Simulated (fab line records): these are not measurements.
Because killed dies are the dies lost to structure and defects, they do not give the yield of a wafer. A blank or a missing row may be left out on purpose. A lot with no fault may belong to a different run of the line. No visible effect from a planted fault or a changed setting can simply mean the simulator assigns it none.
A struck lot beside a sound one    flow sky130    16 steps out of a route of 708
Sound: these wafers, L749.2, L749.4, L749.5. The struck wafers were L750.1, L750.4, L750.5. Last of all comes the cause.
At each step with rows: each side's tool, then ch and its chambers, then its first start. Under that, the readings that differ: sound wafers    struck wafers    difference of the means    sigmas: that difference in standard deviations of wafers without a fault.
alike: words and numbers the same on both sides, and readings whose means are apart by under 2 such deviations; not compared: readings that were withheld, readings missing a value for some wafer, numbers with overlapping values and no deviation given by the record, and bounds like >300 which may hide the same value.
A row with sigmas, a row that says differs or no value, or rows on one side alone: a step with any of these is where the two part. Numbers that have no deviation but don't overlap get no sigmas and don't part them. A reading that every wafer of one side lacks parts them only if that side has two wafers or more.

first, 5 steps without rows for these wafers: SKY_POLY_GATE_COAT_08 (resist thk 450 nm); SKY_POLY_GATE_SOFTBAKE_09 (time 90 s); SKY_POLY_GATE_EXPOSE_10 (exposes mask P1M, target cd 150 nm); SKY_POLY_GATE_PEB_11; SKY_POLY_GATE_DEVELOP_12 (develop time 60 s).
SKY_POLY_GATE_CD_MEAS_13 targets a cd of 150 nm.
  sound: cd_sem-02 at day 22 13:12; struck: cd_sem-01 at day 22 18:23
  alike: cd_nm
SKY_POLY_GATE_OVL_MEAS_14:
  sound: overlay-01 at day 22 13:19; struck: overlay-01 at day 22 18:30
  alike: POLY_GATE_OVL
SKY_POLY_GATE_ETCH_15: etches BARC in N2/H2, stops on SiO2, time 118.5 s, target depth 110 nm.
  sound on rie_diel-03 ch 0,2,3, day 22 13:20; struck on rie_diel-03 ch 1,2, day 22 18:32
  alike: bias_w, drypump_motor_current_A, n2_flow_sccm, oes_product_au, throttle_valve_pct
  not compared: rf_hours_counter_h
SKY_POLY_GATE_ETCH_16: etches Si3N4 in CH3F/O2, stops on poly-Si, time 147.5 s, target depth 75 nm.
  sound on rie_diel-03 ch 0,2,3, day 22 13:25; struck on rie_diel-03 ch 1,2, day 22 18:37
  alike: bias_w, drypump_motor_current_A, oes_product_au, throttle_valve_pct
  not compared: rf_hours_counter_h
SKY_POLY_GATE_ETCH_17: etches poly-Si in HBr/Cl2, stops on SiO2, target depth 180 nm, time 70.5 s.
  sound on rie_si-01 ch 2,3, day 22 13:31; struck on rie_si-02 ch 2,3, day 22 18:43
  alike: bias_w, drypump_motor_current_A, oes_product_au, throttle_valve_pct
  not compared: rf_hours_counter_h
SKY_POLY_GATE_STRIP_18: strips in O2/N2.
  sound on plasma_asher-03 ch 0,1, day 22 13:34; struck on plasma_asher-01 ch 0,1, day 22 18:46
reading                      sound        struck       difference  sigmas
drypump_motor_current_A (A)  6.8 6.7 5.9  5.3 5.2 5.2  -1.2        -2
  alike: n2_flow_sccm, oes_product_au, strip_time_to_endpoint_s
  not compared: rf_hours_counter_h
then, 1 step without rows for these wafers: SKY_POLY_GATE_CLEAN_19 (cleans in SC1/SC2, time 150 s).
SKY_POLY_GATE_OXIDATION_20: stabilise 600 s, purge 300 s, target thk 4 nm.
  sound on furnace-01 ch 0, day 22 13:43; struck on furnace-02 ch 0, day 22 18:56
reading                                           sound                 struck                difference  sigmas
spike_tc_bottom_C (C)                             869.8 869.7 870.1     877.2 875.3 876.2     +6.4        +2
spike_tc_centre_C (C)                             849.5 850.0 849.9     861.8 863.2 863.3     +13.0       +11
spike_tc_lower_C (C)                              850.1 850.1 847.9     860.1 861.0 861.2     +11.4       +10
spike_tc_top_C (C)                                862.8 861.8 861.0     874.6 870.4 872.0     +10.5       +10
spike_tc_upper_C (C)                              849.6 849.0 847.3     861.1 861.2 862.0     +12.8       +10
tube_center_temp_C (C)                            849.88 850.04 850.09  861.12 861.12 861.12  +11.12      +99 or more
tube_center_temp_C_max                            852.2 852.3 852.1     863.3 863.0 862.9     +10.9       +31
model.SiO2_of_POLY_GATE_OXIDATION_20.thk_nm (nm)  4.08 4.046 4.039      4.749 4.76 4.688      +0.677      
SKY_POLY_GATE_THK_MEAS_21:
  sound: film_metro-01 at day 22 14:59; struck: film_metro-01 at day 22 20:11
reading                       sound           struck          difference  sigmas
POLY_GATE_OXIDATION_THK (nm)  4.11 4.06 4.05  4.76 4.73 4.67  +0.65       +7
SKY_POLY_GATE_CD_MEAS_22:
  sound: cd_sem-01 at day 22 15:04; struck: cd_sem-01 at day 22 20:14
  alike: cd_nm
-- record jumps: 27 days separate the struck wafers' starts on either side; left off in module POLY_GATE, taken up again in module PAD_OPEN, whose first shown step is the route's number 708 --
SKY_PAD_OPEN_PROBE_99:
  sound: prober-01 at day 49 19:42; struck: prober-02 at day 50 00:56
reading                      sound              struck             difference  sigmas
model.etest.tip_n.rs_ohm_sq  440.5 440.4 444.1  447.9 449.2 446.2  +6.1        
  alike: killed_at_M0_to_M3, killed_at_M4_up, killed_at_contacts, killed_at_front_end, killed_at_other, killed_dies, killed_on_rim, killed_open, killed_short
  not compared: model.etest.tip_sonos.rs_ohm_sq, model.etest.tip_p.rs_ohm_sq

WHERE THEY PART
Last at SKY_POLY_GATE_THK_MEAS_21 as far as this record goes, first at SKY_POLY_GATE_STRIP_18. Later steps at which nothing parts them and some readings are alike: SKY_POLY_GATE_CD_MEAS_22, SKY_PAD_OPEN_PROBE_99.

WHY: what the simulator had put in
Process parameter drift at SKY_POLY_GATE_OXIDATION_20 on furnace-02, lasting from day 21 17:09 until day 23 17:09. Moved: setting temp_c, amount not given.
